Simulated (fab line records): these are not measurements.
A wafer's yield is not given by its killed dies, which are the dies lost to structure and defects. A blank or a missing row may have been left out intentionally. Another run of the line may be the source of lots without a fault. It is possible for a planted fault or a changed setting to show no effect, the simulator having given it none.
fab line records ; flow sky130
record: lots: 6; wafers: 18; last_day: 50
route steps=708 shown SONOS_TUNNEL@156 SONOS_ONO@168 PAD_OPEN@708
lots with no fault: from the same line, run without faults
start_h: the number of hours between the record's first day and the start of the first shown wafer of the lot ; wait_h: how many hours have passed since the lot's step before this one ; " repeats the value in the row above ; L1.1+2: several wafers, shown together as one row ; - value missing, or start not given ; * or withheld: withheld ; < > ~ a bound
route shown NAME@n: a module of which the file shows steps, and the number in the route of the first ; usual: mean/standard deviation taken from wafers without a fault ; same: alike in all rows ; chamber/n: place in a boat ; sites: the reading at each site ; _std_site: how widely they spread, as a standard deviation ; _edge_site: inner sites' mean taken away from outer sites' mean ; radius_mm: for every site, how far away it sits from the centre of the wafer ; mask NAME#n: copy n ; behind: the last tool/chamber to shape the wafer ; hold: reason for holding the lot/hours on hold/outcome of the hold ; device: the transistor (n, p or np) that didn't switch ; end of line: the route-end tests of the same wafers ; where a step has no rows: the recipe by itself ; killed: the dies lost at the first sort to structure and to defects; this is not the yield of the wafer ; map: per-die view of a wafer (x killed, . not killed, _ where there is no die)
set.NAME: the setting that was run; set.NAME@STEP: the one run at that earlier step ; model.NAME: the simulator's own value behind a step, which no gauge read
lots at some steps of the route; a table a step, a row a wafer
services: the hour from which a tool's chamber was out of use, counted from the record's first day as start_h (under 0 if before that day), plus the number of hours and why
== steps ==
step: SKY_SONOS_TUNNEL_COAT_02
recipe: resist: NOVOLAK; spin_rpm: 3000; resist_thk_nm: 1140
step: SKY_SONOS_TUNNEL_SOFTBAKE_03
recipe: temp_c: 90; time_s: 60; resist: NOVOLAK
step: SKY_SONOS_TUNNEL_EXPOSE_04
recipe: mask_id: TUNM; na: 0.6; source_shape: conventional; sigma_outer: 0.6; polarization: unpolarized; target_cd_nm: 410; dose_mj: 136
step: SKY_SONOS_TUNNEL_PEB_05
recipe: temp_c: withheld; time_s: *; resist: NOVOLAK
step: SKY_SONOS_TUNNEL_DEVELOP_06
recipe: resist: NOVOLAK; developer: TMAH; develop_time_s: 60; dev_temp_c: 23
step: SKY_SONOS_TUNNEL_CD_MEAS_07
recipe: target_cd_nm: 410
usual: cd_nm: 409.9/2.1
lot.wafer;tool;chamber;start_h;wait_h;cd_nm
L135.1;cd_sem-02;-;253.58;0.1;409.1
L135.4;cd_sem-02;-;253.58;0.1;410.5
L135.6;cd_sem-02;-;253.58;0.1;408.0
L136.1;cd_sem-02;-;263.48;0.1;409.1
L136.3;cd_sem-02;-;263.48;0.1;408.0
L136.5;cd_sem-02;-;263.48;0.1;409.4
L144.2;cd_sem-02;-;323.00;0.1;411.4
L144.4;cd_sem-02;-;323.00;0.1;413.3
L144.6;cd_sem-02;-;323.00;0.1;413.0
L151.4;cd_sem-01;-;381.04;0.1;413.5
L151.5;cd_sem-01;-;381.04;0.1;414.0
L151.6;cd_sem-01;-;381.04;0.1;412.0
L154.1;cd_sem-02;-;400.64;0.1;412.3
L154.4;cd_sem-02;-;400.64;0.1;410.9
L154.6;cd_sem-02;-;400.64;0.1;413.4
L155.3;cd_sem-02;-;422.77;0.1;409.0
L155.5;cd_sem-02;-;422.77;0.1;409.3
L155.6;cd_sem-02;-;422.77;0.1;411.2
step: SKY_SONOS_TUNNEL_OVL_MEAS_08
usual: SONOS_TUNNEL_OVL: -1.0/1.2
lot.wafer;tool;chamber;start_h;wait_h;SONOS_TUNNEL_OVL[nm]
L135.1;overlay-02;-;253.70;0.1;-2.5
L135.4;overlay-02;-;253.70;0.1;-4.1
L135.6;overlay-02;-;253.70;0.1;-2.0
L136.1;overlay-01;-;263.60;0.1;-1.0
L136.3;overlay-01;-;263.60;0.1;-0.3
L136.5;overlay-01;-;263.60;0.1;-1.3
L144.2;overlay-01;-;323.11;0.1;1.0
L144.4;overlay-01;-;323.11;0.1;0.7
L144.6;overlay-01;-;323.11;0.1;-0.8
L151.4;overlay-02;-;381.12;0.1;-0.4
L151.5;overlay-02;-;381.12;0.1;0.2
L151.6;overlay-02;-;381.12;0.1;-0.2
L154.1;overlay-01;-;400.76;0.1;-1.8
L154.4;overlay-01;-;400.76;0.1;-1.4
L154.6;overlay-01;-;400.76;0.1;-1.9
L155.3;overlay-02;-;422.87;0.1;-0.5
L155.5;overlay-02;-;422.87;0.1;-0.5
L155.6;overlay-02;-;422.87;0.1;-0.4
step: SKY_SONOS_TUNNEL_IMPLANT_09
recipe: species: B; energy_kev: 20; dose_cm2: 1e+12; tilt_deg: withheld
step: SKY_SONOS_TUNNEL_WET_ETCH_10
recipe: chemistry: dHF; target_depth_nm: 14; target: SiO2; dilution: 100:1; temp_c: 25; time_s: 280
step: SKY_SONOS_TUNNEL_STRIP_11
recipe: chemistry: SPM; time_s: 600; temp_c: 130
step: SKY_SONOS_TUNNEL_TW_MEAS_12
usual: SONOS_TUNNEL_TW: 196.7/2.2
lot.wafer;tool;chamber;start_h;wait_h;SONOS_TUNNEL_TW
L135.1;film_metro-03;-;254.16;0.0;198.1
L135.4;film_metro-03;-;254.16;0.0;198.2
L135.6;film_metro-03;-;254.16;0.0;198.0
L136.1;film_metro-01;-;264.05;0.0;196.0
L136.3;film_metro-01;-;264.05;0.0;195.1
L136.5;film_metro-01;-;264.05;0.0;195.8
L144.2;film_metro-01;-;323.56;0.0;195.1
L144.4;film_metro-01;-;323.56;0.0;193.4
L144.6;film_metro-01;-;323.56;0.0;194.6
L151.4;film_metro-01;-;381.58;0.0;195.4
L151.5;film_metro-01;-;381.58;0.0;193.2
L151.6;film_metro-01;-;381.58;0.0;193.8
L154.1;film_metro-03;-;401.21;0.0;197.9
L154.4;film_metro-03;-;401.21;0.0;197.5
L154.6;film_metro-03;-;401.21;0.0;198.5
L155.3;film_metro-01;-;423.33;0.0;193.1
L155.5;film_metro-01;-;423.33;0.0;193.8
L155.6;film_metro-01;-;423.33;0.0;194.2
step: SKY_SONOS_TUNNEL_CLEAN_13
recipe: chemistry: dHF; time_s: 20; dilution: 100:1; dry: ipa_marangoni
step: SKY_SONOS_ONO_OXIDATION_00
recipe: temp_c: 800; ambient: O2; idle_temp_c: 700; ramp_up_c_per_min: 10; ramp_down_c_per_min: 3; stabilise_s: 600; purge_s: 300; target_thk_a: 26; ox_time_s: 1249
usual: spike_tc_bottom_C: 817.7/2.7; spike_tc_centre_C: 800.3/0.86; spike_tc_lower_C: 800.7/1.1; spike_tc_top_C: 810.7/2.6; spike_tc_upper_C: 798.6/1.2; tube_center_temp_C: 800/0.075; tube_center_temp_C_max: 802.1/0.33; zone_power_bottom_pct: 21.8/0.38; zone_power_centre_pct: 14.2/0.83
lot.wafer;tool;chamber;start_h;wait_h;spike_tc_bottom_C;spike_tc_centre_C;spike_tc_lower_C;spike_tc_top_C;spike_tc_upper_C;tube_center_temp_C;tube_center_temp_C_max;zone_power_bottom_pct;zone_power_centre_pct;model.SiO2_of_SONOS_ONO_OXIDATION_00.thk_nm
L135.1;furnace-02;0;255.22;1.0;820.0;798.9;801.4;807.9;797.6;800.03;801.8;22.4;15.0;2.595
L135.4;furnace-02;0;255.22;1.0;820.0;799.6;801.3;807.4;797.7;800;802.2;22.3;14.9;2.616
L135.6;furnace-02;0;255.22;1.0;821.6;799.2;799.0;809.8;799.6;800.04;802.0;22.1;15.3;2.591
L136.1;furnace-01;0;264.41;0.3;814.8;799.9;802.4;813.1;798.6;800;802.8;21.6;13.6;2.597
L136.3;furnace-01;0;264.41;0.3;814.0;800.3;802.4;813.8;798.3;799.85;802.4;21.6;13.3;2.645
L136.5;furnace-01;0;264.41;0.3;815.7;801.6;802.5;812.9;801.8;799.91;802.4;21.2;13.5;2.585
L144.2;furnace-02;0;324.60;1.0;820.7;798.8;798.6;809.0;798.1;800;801.4;22.5;14.9;2.566
L144.4;furnace-02;0;324.60;1.0;820.7;799.9;798.4;807.7;797.1;799.99;801.9;22.5;15.2;2.573
L144.6;furnace-02;0;324.60;1.0;821.2;799.9;801.5;808.5;796.6;799.98;801.8;22.1;15.0;2.593
L151.4;furnace-01;0;383.62;2.0;798.5;782.9;785.9;795.9;783.1;783.24;784.9;20.8;12.9;2.064
L151.5;furnace-01;0;383.62;2.0;798.8;784.0;784.9;796.5;782.8;783.22;785.6;20.7;12.6;2.027
L151.6;furnace-01;0;383.62;2.0;799.1;783.1;784.5;795.9;783.2;783.23;785.3;20.9;12.8;2.084
L154.1;furnace-01;0;402.37;1.1;800.8;784.6;784.7;797.5;782.6;783.3;785.5;20.5;13.0;2.079
L154.4;furnace-01;0;402.37;1.1;798.6;783.4;783.7;796.5;782.9;783.2;785.0;20.5;12.7;2.029
L154.6;furnace-01;0;402.37;1.1;799.3;784.0;783.0;796.0;782.9;783.22;785.1;20.2;12.8;2.079
L155.3;furnace-02;0;424.01;0.6;820.3;800.4;800.9;810.2;799.3;799.97;802.5;21.7;15.2;2.519
L155.5;furnace-02;0;424.01;0.6;819.8;801.0;800.6;806.9;796.9;800.08;802.4;22.0;15.0;2.553
L155.6;furnace-02;0;424.01;0.6;821.5;799.9;800.5;807.6;798.2;799.97;802.4;21.7;15.0;2.509
step: SKY_SONOS_ONO_THK_MEAS_01
recipe: reads: SiO2_of_SONOS_ONO_OXIDATION_00
usual: SONOS_ONO_OXIDATION_THK: 2.59/0.056
lot.wafer;tool;chamber;start_h;wait_h;SONOS_ONO_OXIDATION_THK[nm]
L135.1;film_metro-04;-;256.57;0.0;2.55
L135.4;film_metro-04;-;256.57;0.0;2.62
L135.6;film_metro-04;-;256.57;0.0;2.54
L136.1;film_metro-03;-;265.76;0.0;2.62
L136.3;film_metro-03;-;265.76;0.0;2.61
L136.5;film_metro-03;-;265.76;0.0;2.56
L144.2;film_metro-04;-;325.95;0.0;2.52
L144.4;film_metro-04;-;325.95;0.0;2.57
L144.6;film_metro-04;-;325.95;0.0;2.59
L151.4;film_metro-03;-;385.00;0.0;2.07
L151.5;film_metro-03;-;385.00;0.0;2.00
L151.6;film_metro-03;-;385.00;0.0;2.12
L154.1;film_metro-02;-;403.72;0.0;2.05
L154.4;film_metro-02;-;403.72;0.0;2.00
L154.6;film_metro-02;-;403.72;0.0;2.11
L155.3;film_metro-04;-;425.38;0.0;2.48
L155.5;film_metro-04;-;425.38;0.0;2.49
L155.6;film_metro-04;-;425.38;0.0;2.50
step: SKY_SONOS_ONO_CVD_02
recipe: material: Si3N4; precursor: DCS/NH3; target_thk_nm: 10.5; temp_c: 770; time_s: 180; pressure_mtorr: 250
step: SKY_PAD_OPEN_PROBE_99
usual: killed_at_M0_to_M3: 44/7.2; killed_at_M4_up: 3.0/1.9; killed_at_contacts: 25/4.8; killed_at_front_end: 16/4.2; killed_at_other: 0.2/0.44; killed_dies: 88/9.3; killed_open: 48/7.1; killed_short: 40/6.5
same: gross_dies: 492; killed_at_back_side: 0
lot.wafer;tool;chamber;start_h;wait_h;killed_at_M0_to_M3;killed_at_M4_up;killed_at_contacts;killed_at_front_end;killed_at_other;killed_dies;killed_open;killed_short;model.etest.sonos_erased.drive_ua_um;model.etest.sonos_uncharged.r_on_ohm_um;model.etest.cap_ono.gate_log10_a_cm2;model.etest.cap_ono.gate_bv_v;model.etest.cap_ono.tox_acc_nm;model.etest.sonos_erased.vt_v;model.etest.sonos_baked.vt_less_v;model.etest.sonos_programmed.vt_v
L135.1;prober-01;-;1076.11;0.1;55;2;26;18;0;101;58;43;155.5;829.6;-8.07;16.16;12.96;-2.223;-0.4721;1.41
L135.4;prober-01;-;1076.26;0.2;44;2;23;17;0;86;57;29;165.3;827.7;-8.191;16.29;13.02;-2.201;-0.4872;1.404
L135.6;prober-01;-;1076.36;0.2;41;1;26;21;0;89;47;42;187.9;818.6;-7.896;16.39;12.89;-2.292;-0.5355;1.459
L136.1;prober-02;-;1083.50;0.1;50;2;24;13;0;89;46;43;199.7;800.1;-7.86;16.86;12.88;-2.287;-0.5368;1.506
L136.3;prober-02;-;1083.60;0.2;48;3;21;16;0;88;52;36;163.8;813.1;-7.998;16.28;12.87;-2.217;-0.5391;1.467
L136.5;prober-02;-;1083.70;0.2;48;5;20;12;0;85;43;42;182.9;797;-7.846;16.43;12.81;-2.308;-0.5303;1.55
L144.2;prober-02;-;1133.54;0.1;41;3;27;12;0;83;49;34;219.1;816.7;-7.852;16.27;12.75;-2.365;-0.5096;1.492
L144.4;prober-02;-;1133.64;0.2;40;7;30;24;0;101;47;54;217.2;804.8;-8.036;16.46;12.97;-2.313;-0.4707;1.395
L144.6;prober-02;-;1133.74;0.2;40;2;27;18;0;87;48;39;162.9;814.2;-8.12;16.27;13.01;-2.21;-0.4913;1.442
L151.4;prober-01;-;1168.67;0.2;54;6;22;13;0;95;53;42;227.6;777.7;-7.332;16.14;12.42;-2.538;-0.6005;1.467
L151.5;prober-01;-;1168.72;0.2;41;4;15;12;0;72;37;35;248.4;775.2;-7.31;15.42;12.32;-2.588;-0.72;1.552
L151.6;prober-01;-;1168.77;0.2;36;1;21;17;0;75;43;32;226.5;794.5;-7.475;16.35;12.55;-2.5;-0.6024;1.453
L154.1;prober-02;-;1181.55;0.1;38;3;21;16;1;79;50;29;228.5;805.7;-7.336;16.13;12.48;-2.545;-0.7065;1.56
L154.4;prober-02;-;1181.70;0.2;50;2;25;17;0;94;54;40;258.3;804.2;-7.329;15.83;12.39;-2.596;-0.7103;1.573
L154.6;prober-02;-;1181.80;0.2;48;3;23;16;0;90;48;42;237.6;816.3;-7.403;15.78;12.52;-2.541;-0.6516;1.462
L155.3;prober-02;-;1191.85;0.2;43;4;27;14;0;88;43;45;175.6;800.1;-8.152;16.34;13.05;-2.225;-0.5437;1.369
L155.5;prober-02;-;1191.95;0.2;38;1;22;11;0;72;42;30;205.6;807.5;-8.107;16.8;13.06;-2.244;-0.4741;1.3
L155.6;prober-02;-;1192.00;0.2;35;3;30;20;1;89;53;36;154.9;816.4;-8.3;16.2;13.09;-2.182;-0.4838;1.324
killed by level:class
L135.1 VIA1:geometric_particle:open=19 LI_CONTACT:geometric_particle:open=9 VIA1:geometric_particle:short=8 VIA3:geometric_particle:open=7 FIELD_ISO:geometric_particle:open=6 METAL2:geometric_particle:short=6 POLY_GATE:geometric_particle:open=5 CONTACT:geometric_particle:open=5
L135.4 CONTACT:geometric_particle:open=14 VIA1:geometric_particle:open=14 METAL2:geometric_particle:short=7 VIA2:geometric_particle:open=7 POLY_GATE:geometric_particle:open=6 VIA3:geometric_particle:open=6 CONTACT:geometric_particle:short=5 FIELD_ISO:geometric_particle:short=4
L135.6 METAL1:geometric_particle:short=10 CONTACT:geometric_particle:open=8 LI_CONTACT:geometric_particle:open=7 FIELD_ISO:geometric_particle:open=6 VIA2:geometric_particle:open=6 VIA1:geometric_particle:open=6 VIA1:geometric_particle:short=6 POLY_GATE:geometric_particle:short=5
L136.1 VIA1:geometric_particle:open=13 LI_CONTACT:geometric_particle:open=9 METAL2:geometric_particle:short=8 CONTACT:geometric_particle:open=5 VIA1:geometric_particle:short=5 METAL1:geometric_particle:short=5 VIA3:geometric_particle:open=5 LOCAL_INTERCONNECT:geometric_particle:short=4
L136.3 VIA1:geometric_particle:open=10 VIA3:geometric_particle:open=7 VIA1:geometric_particle:short=7 VIA2:geometric_particle:open=7 FIELD_ISO:geometric_particle:open=6 CONTACT:geometric_particle:open=6 LI_CONTACT:geometric_particle:open=4 CONTACT:geometric_particle:short=4
L136.5 VIA1:geometric_particle:open=12 CONTACT:geometric_particle:open=8 METAL1:geometric_particle:short=7 VIA3:geometric_particle:open=7 VIA1:geometric_particle:short=6 METAL2:geometric_particle:short=6 FIELD_ISO:geometric_particle:short=5 LI_CONTACT:geometric_particle:open=5
L144.2 CONTACT:geometric_particle:open=9 LI_CONTACT:geometric_particle:open=9 VIA1:geometric_particle:open=7 VIA3:geometric_particle:open=7 METAL1:geometric_particle:short=6 VIA2:geometric_particle:open=6 LOCAL_INTERCONNECT:geometric_particle:short=4 CONTACT:geometric_particle:short=4
L144.4 METAL2:geometric_particle:short=11 LI_CONTACT:geometric_particle:open=9 VIA3:geometric_particle:open=8 FIELD_ISO:geometric_particle:open=6 LI_CONTACT:geometric_particle:short=6 CONTACT:geometric_particle:open=6 FIELD_ISO:geometric_particle:short=5 CONTACT:geometric_particle:short=5
L144.6 CONTACT:geometric_particle:open=12 VIA1:geometric_particle:short=8 VIA3:geometric_particle:open=8 FIELD_ISO:geometric_particle:open=7 CONTACT:geometric_particle:short=7 VIA1:geometric_particle:open=7 LI_CONTACT:geometric_particle:open=6 FIELD_ISO:geometric_particle:short=4
L151.4 VIA1:geometric_particle:open=16 LOCAL_INTERCONNECT:geometric_particle:short=8 VIA2:geometric_particle:open=8 METAL1:geometric_particle:short=6 POLY_GATE:geometric_particle:open=5 LI_CONTACT:geometric_particle:open=5 VIA3:geometric_particle:open=5 CONTACT:geometric_particle:short=4
L151.5 VIA1:geometric_particle:open=11 VIA3:geometric_particle:open=10 METAL1:geometric_particle:short=7 LI_CONTACT:geometric_particle:open=4 LOCAL_INTERCONNECT:geometric_particle:short=4 VIA2:geometric_particle:open=4 METAL4:geometric_particle:short=4 FIELD_ISO:geometric_particle:short=3
L151.6 VIA1:geometric_particle:open=9 FIELD_ISO:geometric_particle:open=6 VIA3:geometric_particle:open=6 CONTACT:geometric_particle:open=6 METAL1:geometric_particle:short=6 POLY_GATE:geometric_particle:open=5 LOCAL_INTERCONNECT:geometric_particle:short=4 LI_CONTACT:geometric_particle:short=4
L154.1 VIA1:geometric_particle:open=15 FIELD_ISO:geometric_particle:open=6 LI_CONTACT:geometric_particle:open=6 CONTACT:geometric_particle:open=6 VIA2:geometric_particle:open=4 FIELD_ISO:geometric_particle:short=4 LI_CONTACT:geometric_particle:short=4 VIA1:geometric_particle:short=4
L154.4 VIA1:geometric_particle:open=14 CONTACT:geometric_particle:open=10 FIELD_ISO:geometric_particle:short=7 LOCAL_INTERCONNECT:geometric_particle:short=7 VIA2:geometric_particle:open=7 VIA3:geometric_particle:open=7 VIA1:geometric_particle:short=5 LI_CONTACT:geometric_particle:open=5
L154.6 VIA2:geometric_particle:open=10 VIA1:geometric_particle:open=8 LI_CONTACT:geometric_particle:open=7 METAL2:geometric_particle:short=7 LOCAL_INTERCONNECT:geometric_particle:short=6 CONTACT:geometric_particle:open=6 VIA3:geometric_particle:open=5 VIA1:geometric_particle:short=5
L155.3 CONTACT:geometric_particle:open=9 METAL1:geometric_particle:short=9 CONTACT:geometric_particle:short=8 VIA1:geometric_particle:open=7 VIA2:geometric_particle:open=7 METAL2:geometric_particle:short=6 FIELD_ISO:geometric_particle:short=5 VIA1:geometric_particle:short=5
L155.5 VIA1:geometric_particle:open=9 CONTACT:geometric_particle:open=7 VIA2:geometric_particle:open=6 LI_CONTACT:geometric_particle:open=4 LI_CONTACT:geometric_particle:short=4 VIA3:geometric_particle:open=4 CONTACT:geometric_particle:short=4 METAL1:geometric_particle:short=4
L155.6 CONTACT:geometric_particle:open=11 VIA3:geometric_particle:open=9 FIELD_ISO:geometric_particle:open=6 VIA2:geometric_particle:open=6 LI_CONTACT:geometric_particle:open=6 CONTACT:geometric_particle:short=6 VIA1:geometric_particle:open=6 FIELD_ISO:geometric_particle:short=5
== services ==
tool;chamber;start_h;hours;kind
furnace-01;-;253.32;4.2;pm
furnace-01;-;283.35;1.2;repair
== key ==
first_sign: step: SKY_SONOS_ONO_OXIDATION_00; reading: tube_center_temp_C; direction: down; sigmas: 99+; usual: *; struck: *
effect: step: SKY_SONOS_ONO_OXIDATION_00; reading: tube_center_temp_C_max; direction: down; sigmas: 51; usual: *; struck: *
effect: step: SKY_SONOS_ONO_THK_MEAS_01; reading: SONOS_ONO_OXIDATION_THK; direction: down; sigmas: 9.4; usual: 2.59; struck: 2.06
model_effect: step: SKY_SONOS_ONO_OXIDATION_00; value: SiO2_of_SONOS_ONO_OXIDATION_00.thk_nm; without: 2.629; struck: 2.06
model_effect: step: SKY_PAD_OPEN_PROBE_99; value: etest.sonos_erased.drive_ua_um; without: 198.2; struck: 237.8
met_at SKY_SONOS_ONO_OXIDATION_00
struck_wafers L151.4,L151.5,L151.6,L154.1,L154.4,L154.6
tester_left_out L151,L154
onset_between 264.41 383.62
fault: kind: process_parameter_drift; tool: furnace-01; chamber: -; onset_h: 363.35; steps: SKY_SONOS_ONO_OXIDATION_00; channel: temp_c; offset: *; shape: step; end_h: 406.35; acts_in: *; stated: *
tester_left_out: of these lots the tester's yield and bins aren't shown, on N5 and GAA mostly nor the transistor test; their killed dies are dies lost to structure and defects alone, not to doping, threshold or leakage, so they don't give the yield
